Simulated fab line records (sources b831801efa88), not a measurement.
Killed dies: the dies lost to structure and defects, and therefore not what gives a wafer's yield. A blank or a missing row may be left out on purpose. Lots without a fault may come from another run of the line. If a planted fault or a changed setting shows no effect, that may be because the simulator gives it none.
Code-filled problem report in 8D (eight disciplines) form | flow sky130 | the parts of the form that need people (team, actions taken, sign-off) are left out

## 1. THE PROBLEM
Mean of heater power total W at SKY_SONOS_ONO_SOFTBAKE_09: 58.33 W across 9 wafers in 3 lots; on wafers with no fault it is 56.59 W (standard deviation 0.045). That is +39 standard deviations from the usual mean.
The step: time 60 s.
First seen on wafer L108.1, day 15 09:14, on litho track-03. The record holds 36 wafers of 12 lots with a number at this step. By rule, "out" or "out of limits" means more than 4 standard deviations away from the usual mean. Any other wafer with a number is counted as sound.

## 2. WHAT THIS IS AND IS NOT
question                    | is                                 | is not
which readings at this step | heater power total W, run length s | exhaust pa
which lots                  | L108, L110, L111                   | L106, L114, L116, L117, L119, L120, L121, L998, L999
which wafers of those lots  | all that have a number             | -
read on which tools         | litho track-03                     | litho track-01, litho track-02
when                        | from day 15 09:14                  | up to then (9 sound wafers); but 18 sound wafers of L114, L116, L117, L119, L120, L121 came after

## 3. WHAT RULES OUT EACH SUSPECT
Counting: a tool at a process step up to the reading stays a suspect if it ran every lot that is out and no sound lot after the first of them.
- litho track-03 at SKY_SONOS_ONO_SOFTBAKE_09 (time 60 s): ruled out as a lasting fault. After its first lot that is out, L108 (day 15 09:14), sound lots L120 ran on it.
Left after counting: nothing in the record.

## 4. THE CAUSE (what the simulator had put in)
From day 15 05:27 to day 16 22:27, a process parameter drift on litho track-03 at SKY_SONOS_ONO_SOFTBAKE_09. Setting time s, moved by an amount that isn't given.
Counting ruled it out, wrongly.

## 5. SEQUENCE OF EFFECTS, ordered by route
One row per reading whose mean, taken over the struck wafers that have a number, lies over 3 standard deviations from the usual. Only readings for which the record gives a usual standard deviation are gone through. hours: the time from each lot's start at the first step in this table that gives one to its start at this step, as a median over the lots. sigmas: the change in usual standard deviations.
hours | step                      | reading              | usual   | on struck wafers | change | sigmas
0     | SKY_SONOS_ONO_SOFTBAKE_09 | heater power total W | 56.59 W | 58.33            | +1.74  | +39
0     | SKY_SONOS_ONO_SOFTBAKE_09 | run length s         | 89.13 s | 83.95            | -5.18  | -27
It contains these process steps:
- SKY_SONOS_ONO_SOFTBAKE_09: time 60 s.
Readings that are blank on the struck wafers while sound wafers have them: plate temp C at SKY_SONOS_ONO_SOFTBAKE_09.
Later measuring or inspecting steps at which every struck wafer that the step has a row for has a number for every such reading, and none has moved that far: SKY_LI_CONTACT_RS_MEAS_22.

## 6. WHAT WOULD HAVE CAUGHT IT SOONER
First out-of-limits reading in this record: day 15 09:14, which is 4 hours after fault onset at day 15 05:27.
